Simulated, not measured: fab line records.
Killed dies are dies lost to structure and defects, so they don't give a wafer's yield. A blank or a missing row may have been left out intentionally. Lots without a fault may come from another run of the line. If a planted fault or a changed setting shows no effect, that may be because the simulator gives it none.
2 desks looking at one fault    flow sky130    each desk has only its own numbers; what lay behind them comes last

== TOOL OWNER'S DESK, cmp-01 ==
The tool's own readings at SKY_LI_CONTACT_CMP_24 (polishes, stops on PSG, t overpolish 20 s, target thk 0 nm): means of the sampled wafers that have a number, for each lot that ran on this tool. A lot is out of limits, marked OUT, if its mean lies more than 4 standard deviations from the usual mean; the brackets give that distance.
Columns: A = motorCurrentA at SKY_LI_CONTACT_CMP_24, usual 11.0 A; B = overpolishRunS at SKY_LI_CONTACT_CMP_24, usual 19.999 s; C = timeToEndpointS at SKY_LI_CONTACT_CMP_24, usual 99 s
lot   first seen here  A     B       C
L311  day 29 08:22     11.3  19.999  106
L313  day 29 20:16     12.1  20.009  108
L316  day 30 21:25     11.6  19.993  100
L319  day 31 15:05     12.1  19.989  102
L318  day 31 18:33     10.2  19.998  101
L327  day 35 13:44     11.4  19.989  54 (-6.7) OUT
L329  day 36 00:55     10.4  19.999  54 (-6.7) OUT
This desk's finding: out of limits on L327, L329; first on L327, day 35 13:44 (timeToEndpointS at SKY_LI_CONTACT_CMP_24). In limits: L311, L313, L316, L319, L318.

== AT THE METROLOGY DESK ==
Lot by lot, what the gauges showed, no matter which tool ran the lot: averages of those sampled wafers that carry a number. A lot is out of limits, marked OUT, if its mean lies more than 4 standard deviations from the usual mean; the brackets give that distance.
Columns: A = POLY_GATE_OXIDATION_THK at SKY_POLY_GATE_THK_MEAS_21, usual 4.02 nm
lot   first seen here  A
L311  day 16 15:17     3.93
L313  day 17 03:58     3.92
L314  day 17 10:32     4.06
L316  day 18 06:44     4.09
L319  day 19 01:52     3.92
L318  day 19 06:50     4.06
L320  day 19 17:31     3.92
L322  day 20 12:26     4.05
L327  day 23 13:49     4.21
L329  day 24 01:25     3.98
L333  day 24 14:28     4.11
L334  day 25 02:43     3.97
Finding of this desk: none of the 12 lots has anything out of limits.

== ALL TOGETHER ==
On L327, L329, at day 35 13:44, an alarm was possible from the tool owner's desk.
The metrology desk saw nothing out of limits.
The metrology desk holds a record of L327, L329, inside its limits.
On cmp-01, each named lot ran SKY_LI_CONTACT_CMP_24.

== WHAT HAD BEEN PUT IN BY THE SIMULATOR ==
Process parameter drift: cmp-01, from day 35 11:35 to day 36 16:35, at SKY_LI_CONTACT_CMP_24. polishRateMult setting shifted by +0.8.
Lots struck among those shown: L327, L329.
How many hours passed from the start of the fault until each desk's first out-of-limits reading: the tool owner's desk, 2.
